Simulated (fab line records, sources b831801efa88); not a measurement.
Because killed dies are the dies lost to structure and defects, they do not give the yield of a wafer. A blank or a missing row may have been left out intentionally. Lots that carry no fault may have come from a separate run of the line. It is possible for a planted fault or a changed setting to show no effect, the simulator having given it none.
Struck lot and sound lot, side by side | flow sky130 | 15 steps out of a route of 708
Sound: these wafers, L612.1, L612.2, L612.4. Struck: wafer L602.5 (L602.2, L602.4, from the same lot, were not struck and are left out); the cause is given at the end.
At each step with rows: each side's tool, then ch and its chambers, then its first start. Under that, the readings that differ: sound wafers | struck wafers | difference of the means | sigmas: that difference in standard deviations of wafers without a fault.
alike: same words and numbers on both sides, and readings whose means sit less than 2 such deviations apart. not compared: any withheld reading, any reading some wafer has no value for, any bound like >300 that may hide the same value, and any number with overlapping values for which the record gives no deviation.
The two part at a step that has a row with sigmas, a row that says differs or no value, or rows on one side only. Non-overlapping numbers with no deviation appear without sigmas and do not part them. Lack of a reading on every wafer of one side parts them only where that side has two or more wafers.

first, 4 steps without rows for these wafers: SKY_VIA2_STRIP_16 (strips in O2/N2); SKY_VIA2_STRIP_17 (strips in post etch residue remover, time 1200 s); SKY_VIA2_CLEAN_18 (cleans in IPA, time 180 s); SKY_VIA2_CLEAN_19 (cleans in O3/DIW).
SKY_VIA2_SPUTTER_20: material TiN, target thk 20 nm, time 80 s.
  sound on pvd-sputter-01, day 41 10:14; struck on pvd-sputter-01, day 38 06:40
  alike: cathode-dc-power-W, throttle-valve-pct
then, 1 step without rows for these wafers: SKY_VIA2_CVD_21 (deposits W, target thk 420 nm, time 126.4 s).
SKY_VIA2_RS_MEAS_22: measurement is done with a four-point probe.
  sound on film-metro-01, day 41 10:25; struck on film-metro-03, day 38 06:52
  alike: VIA2_W_RS
SKY_VIA2_THK_MEAS_23: measures by xrf.
  sound on film-metro-01, day 41 10:32; struck on film-metro-03, day 38 06:59
  reading         | sound       | struck | difference | sigmas
  VIA2_W_THK (nm) | 382 377 384 | 395    | +14        | +3
SKY_VIA2_CMP_24: polishes, stops on SiO2, t overpolish 20 s, target thk 0 nm.
  sound on cmp-01 ch 0,1,3, day 41 10:36; struck on cmp-02 ch 3, day 38 07:02
  alike: motor-current-A, overpolish-run-s, time-to-endpoint-s
SKY_METAL3_SPUTTER_00: material Ti, target thk 15 nm, time 10 s.
  sound on pvd-sputter-02, day 41 10:54; struck on pvd-sputter-02, day 38 07:20
  alike: cathode-dc-power-W, throttle-valve-pct
then, 1 step without rows for these wafers: SKY_METAL3_SPUTTER_01 (material TiN, target thk 20 nm, time 16.7 s).
SKY_METAL3_SPUTTER_02: material AlCu, target thk 735 nm, time 39.1 s.
  sound on pvd-sputter-02, day 41 10:57; struck on pvd-sputter-02, day 38 07:23
  alike: cathode-dc-power-W, throttle-valve-pct
SKY_METAL3_SPUTTER_03: material Ti, target thk 5 nm, time 3.3 s.
  sound on pvd-sputter-02, day 41 10:59; struck on pvd-sputter-02, day 38 07:25
  reading                                   | sound                | struck | difference | sigmas
  cathode-dc-power-W (W)                    | 3000.2 2999.6 2999.4 | 3272.2 | +272.5     | +99 or more
  model.Ti_of_METAL3_SPUTTER_03.thk-nm (nm) | 5.004 4.96 4.878     | 5.577  | +0.630     |
  alike: throttle-valve-pct
SKY_METAL3_SPUTTER_04: material TiN, target thk 70 nm, time 58.3 s.
  sound on pvd-sputter-02, day 41 11:00; struck on pvd-sputter-02, day 38 07:26
  alike: cathode-dc-power-W, throttle-valve-pct
next, for these wafers, 1 step has no rows: SKY_PAD_OPEN_PROBE_99.

## WHERE THEY PART
First at SKY_VIA2_THK_MEAS_23; last, within this record, at SKY_METAL3_SPUTTER_03. Later steps at which nothing parts them and some readings are alike: SKY_METAL3_SPUTTER_04.

WHY: what the simulator had put in
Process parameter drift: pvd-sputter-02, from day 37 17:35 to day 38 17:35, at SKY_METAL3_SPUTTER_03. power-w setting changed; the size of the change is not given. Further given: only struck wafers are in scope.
